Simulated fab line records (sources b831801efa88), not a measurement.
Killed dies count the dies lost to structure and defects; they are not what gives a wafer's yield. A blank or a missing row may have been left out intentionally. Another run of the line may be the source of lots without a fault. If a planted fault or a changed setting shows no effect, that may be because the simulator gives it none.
Problem report, 8D (eight disciplines) form, completed by code -- flow sky130 -- the parts of the form that need people (team, actions taken, sign-off) are left out

== 1. WHAT WENT WRONG ==
POLY_GATE_CVD_00_THK at SKY_POLY_GATE_THK_MEAS_01 reads a mean of 147.5 nm on 3 wafers of 1 lot; wafers without a fault read 179.9 nm with a standard deviation of 1.5. That is -22 standard deviations from the usual mean.
First seen on wafer L994.4, day 19 03:38, on film-metro-02. Wafers with a number at this step in the record: 30, from 10 lots. Rule for "out", or "out of limits": more than 4 standard deviations from the usual mean. Any other wafer with a number is counted as sound.

== 2. WHAT IT IS AND WHAT IT IS NOT ==
question,is,is not
which readings at this step,POLY_GATE_CVD_00_THK,-
which lots,L994,"L103, L982, L983, L986, L987, L988, L989, L991, L992"
which wafers of those lots,all that have a number,-
read on which gauges,film-metro-02,"film-metro-01, film-metro-04"
when,from day 19 03:38,up to then (24 sound wafers); but 3 sound wafers of L103 came after

== 3. THE SUSPECTS, EACH WITH WHAT RULES IT OUT ==
Counting: a tool stays on the suspect list if, at a process step up to the reading, it processed all lots that are out and no sound lot following the first of them.
- the gauge at SKY_POLY_GATE_THK_MEAS_01: ruled out. All the wafers that are out were read on film-metro-02, but those of them that SKY_POLY_GATE_CVD_00 has rows for are out there too, on other tools.
- plasma-asher-03 at SKY_PWDE_STRIP_09 (strips in O2/N2): kept. It ran the lot that is out, L994 (day 7 04:26), and no sound lot after that; its last sound lot up to then is L987 (day 5 13:13).
- lpcvd-01 at SKY_POLY_GATE_CVD_00 (deposits poly-Si, target thk 180 nm, time 720 s): ruled out as a lasting fault. The sound lots L103 went through it after L994, its earliest lot that is out (day 19 02:24).
The count leaves plasma-asher-03 at SKY_PWDE_STRIP_09.

== 4. THE CAUSE (what the simulator had put in) ==
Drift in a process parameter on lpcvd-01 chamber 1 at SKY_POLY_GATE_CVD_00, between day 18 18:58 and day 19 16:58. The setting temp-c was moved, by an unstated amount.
It was ruled out by counting, in error; the rule expects a fault to strike all lots run on its tool from its start on, and this fault did not.

== 5. THE EFFECT CHAIN, in route order ==
Each row: a reading whose mean over the struck wafers that have a number lies more than 3 standard deviations from the usual. Only readings whose record carries a usual standard deviation are examined. hours: median over the lots of the time between each lot's start at the first step of this table that gives one and its start at this step. sigmas: the change, counted in usual standard deviations.
hours,step,reading,usual,on struck wafers,change,sigmas
0,SKY_POLY_GATE_CVD_00,spike-tc-bottom-C,639.5 C,631.1,-8.4,-8.4
0,SKY_POLY_GATE_CVD_00,spike-tc-centre-C,621.4 C,612.4,-9.0,-9.0
0,SKY_POLY_GATE_CVD_00,spike-tc-lower-C,619.4 C,611.4,-8.0,-7.3
0,SKY_POLY_GATE_CVD_00,spike-tc-upper-C,619.8 C,611.7,-8.1,-6.8
0,SKY_POLY_GATE_CVD_00,susceptor-temp-C,620.0 C,611.4,-8.6,-29
1,SKY_POLY_GATE_THK_MEAS_01,POLY_GATE_CVD_00_THK,179.9 nm,147.5,-32.4,-22
65,SKY_POLY_GATE_ETCH_17,oes-product-au,0.988 a.u.,0.866,-0.122,-20
The process steps in it:
- SKY_POLY_GATE_CVD_00: deposits poly-Si, target thk 180 nm, time 720 s.
- SKY_POLY_GATE_ETCH_17: etches poly-Si in HBr/Cl2, stops on SiO2, target depth 180 nm, time 70.5 s.
Later steps that measure or inspect, where all struck wafers having a row at the step show a number for every such reading and not one has moved that far: SKY_LDD_P_CD_MEAS_07.

== 6. WHAT WOULD HAVE CAUGHT IT SOONER ==
In this record the first reading out of limits at a measuring or inspecting step was taken at day 19 03:38, 9 hours after the fault began at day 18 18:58.
At SKY_POLY_GATE_CVD_00, the tool's own readings (spike-tc-bottom-C, spike-tc-centre-C, spike-tc-lower-C, spike-tc-upper-C, susceptor-temp-C) were out on each struck wafer the step has a row for, so an alarm limit on them would have fired on the first such wafer.
